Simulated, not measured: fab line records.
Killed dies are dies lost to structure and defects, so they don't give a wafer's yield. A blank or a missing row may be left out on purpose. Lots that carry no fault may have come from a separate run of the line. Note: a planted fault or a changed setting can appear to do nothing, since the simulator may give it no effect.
Which tool is to blame? | flow gf180mcu | 7 lots (21 wafers sampled), 1 step of a 602-step route

== WHAT EACH GAUGE READ, for each wafer ==
GF_HV_LDD_OVL_MEAS_08.
lot  | measured     | on         | HV_LDD_OVL (nm)
L286 | day 10 07:06 | overlay-01 | 1.0 2.0 -0.1
L292 | day 12 07:47 | overlay-01 | -0.2 -0.8 -1.2
L294 | day 13 00:22 | overlay-02 | -0.5 -0.5 0.4
L296 | day 13 14:32 | overlay-01 | 0.3 -3.2 0.2
L301 | day 15 06:51 | overlay-02 | -1.9 -3.8 -2.0
L306 | day 16 16:22 | overlay-01 | -0.8 -0.6 0.2
L308 | day 17 06:41 | overlay-02 | -1.4 0.3 -1.9

== EACH LOT AND THE TOOL THAT RAN IT (in order: tool; ch and the chambers of the sampled wafers; start) ==
Before these readings, the record contains no process step.

== THE ANSWER, worked out from the rows above alone ==
Rule: the lots themselves supply what counts as usual. The widest of any qualifying gaps counts: lots, ordered by their means at a reading, are off when they make up no more than a third of the lots, leave a main group of 4 or more, and stand apart from it by 3 or more times the standard deviation of that group's means. A main group whose means are all the same, to the digits that the tables above print for the reading, isn't used. Also off: a lot with no number at a reading for which 4 or more lots have one. All remaining lots with rows at the step are treated as sound.
No lot is off on any of the readings shown, so nothing can be concluded from this.

== WHAT THE SIMULATOR PUT IN ==
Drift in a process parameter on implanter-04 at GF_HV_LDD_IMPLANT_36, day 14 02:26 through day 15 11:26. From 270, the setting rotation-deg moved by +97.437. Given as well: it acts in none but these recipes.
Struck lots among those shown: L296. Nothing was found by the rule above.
